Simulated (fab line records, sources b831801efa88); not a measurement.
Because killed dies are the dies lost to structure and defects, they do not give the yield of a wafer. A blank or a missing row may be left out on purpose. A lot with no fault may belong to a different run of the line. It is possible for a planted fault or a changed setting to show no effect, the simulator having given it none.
What tool caused it? || flow gf180mcu || 18 wafers from 6 lots sampled at 3 of the route's 602 steps

## WHAT THE GAUGES SHOWED, per wafer
GF_POLY_GATE_THK_MEAS_01.
{"lot": "L279", "measured": "day 9 00:17", "on": "film metro-01", "POLY_GATE_CVD_00_THK (nm)": "197.2 196.7 197.7"}
{"lot": "L284", "measured": "day 10 12:40", "on": "film metro-03", "POLY_GATE_CVD_00_THK (nm)": "198.9 200.7 199.9"}
{"lot": "L287", "measured": "day 11 05:53", "on": "film metro-01", "POLY_GATE_CVD_00_THK (nm)": "200.5 198.6 200.7"}
{"lot": "L289", "measured": "day 11 19:29", "on": "film metro-03", "POLY_GATE_CVD_00_THK (nm)": "164.4 164.4 164.6 164.4 164.4 164.5"}
{"lot": "L293", "measured": "day 12 21:22", "on": "film metro-02", "POLY_GATE_CVD_00_THK (nm)": "201.2 199.3 200.5"}
{"lot": "L301", "measured": "day 15 08:39", "on": "film metro-01", "POLY_GATE_CVD_00_THK (nm)": "202.0 201.7 201.9"}

## WHICH TOOL RAN EACH LOT (tool, then ch and the chambers of the sampled wafers, then the start)
{"lot": "L279", "GF_VT_IMPLANT_SOFTBAKE_14": "litho track-03 ch 0, day 6 09:34", "GF_POLY_GATE_CVD_00": "lpcvd-01 ch 0, day 8 22:56"}
{"lot": "L284", "GF_VT_IMPLANT_SOFTBAKE_14": "litho track-03 ch 0, day 7 15:56", "GF_POLY_GATE_CVD_00": "lpcvd-01 ch 0, day 10 11:20"}
{"lot": "L287", "GF_VT_IMPLANT_SOFTBAKE_14": "litho track-04 ch 0, day 8 09:05", "GF_POLY_GATE_CVD_00": "lpcvd-02 ch 1, day 11 04:34"}
{"lot": "L289", "GF_VT_IMPLANT_SOFTBAKE_14": "litho track-04 ch 0, day 8 21:23", "GF_POLY_GATE_CVD_00": "lpcvd-02 ch 1, day 11 18:09"}
{"lot": "L293", "GF_VT_IMPLANT_SOFTBAKE_14": "litho track-04 ch 0, day 9 21:28", "GF_POLY_GATE_CVD_00": "lpcvd-01 ch 0, day 12 20:02"}
{"lot": "L301", "GF_VT_IMPLANT_SOFTBAKE_14": "litho track-02 ch 0, day 12 02:49", "GF_POLY_GATE_CVD_00": "lpcvd-01 ch 0, day 15 07:19"}
- GF_VT_IMPLANT_SOFTBAKE_14: time 61.24 s.
- GF_POLY_GATE_CVD_00: deposits poly-Si, target thk 200 nm, time 1200 s.

## THE ANSWER, worked out from the rows above alone
Rule: usual is defined by the lots themselves. Put in order of their means at a reading, lots are off if they are a third of the lots or fewer, leave a main group of 4 or more, and stand apart from it by a gap of 3 or more times the standard deviation of the main group's means; of several such gaps the widest counts. A main group is skipped when, at the precision printed for the reading in the tables above, its means are all equal. A lot without any number at a reading at which 4 lots or more have one is off too. Any other lot the step has rows for is counted as sound.
Off: at GF_POLY_GATE_THK_MEAS_01 (POLY_GATE_CVD_00_THK), L289. The main group has a mean of 199.8 nm with a standard deviation of 1.5.
A tool fits if, at a process step before that reading, it ran every lot that is off, and no sound lot after the first of them. Those tools and the gauges at GF_POLY_GATE_THK_MEAS_01 are tried in the same way. Undecided on this evidence; 2 tools fit (lpcvd-02 at GF_POLY_GATE_CVD_00, film metro-03 at GF_POLY_GATE_THK_MEAS_01).

## WHAT HAD BEEN PUT IN BY THE SIMULATOR
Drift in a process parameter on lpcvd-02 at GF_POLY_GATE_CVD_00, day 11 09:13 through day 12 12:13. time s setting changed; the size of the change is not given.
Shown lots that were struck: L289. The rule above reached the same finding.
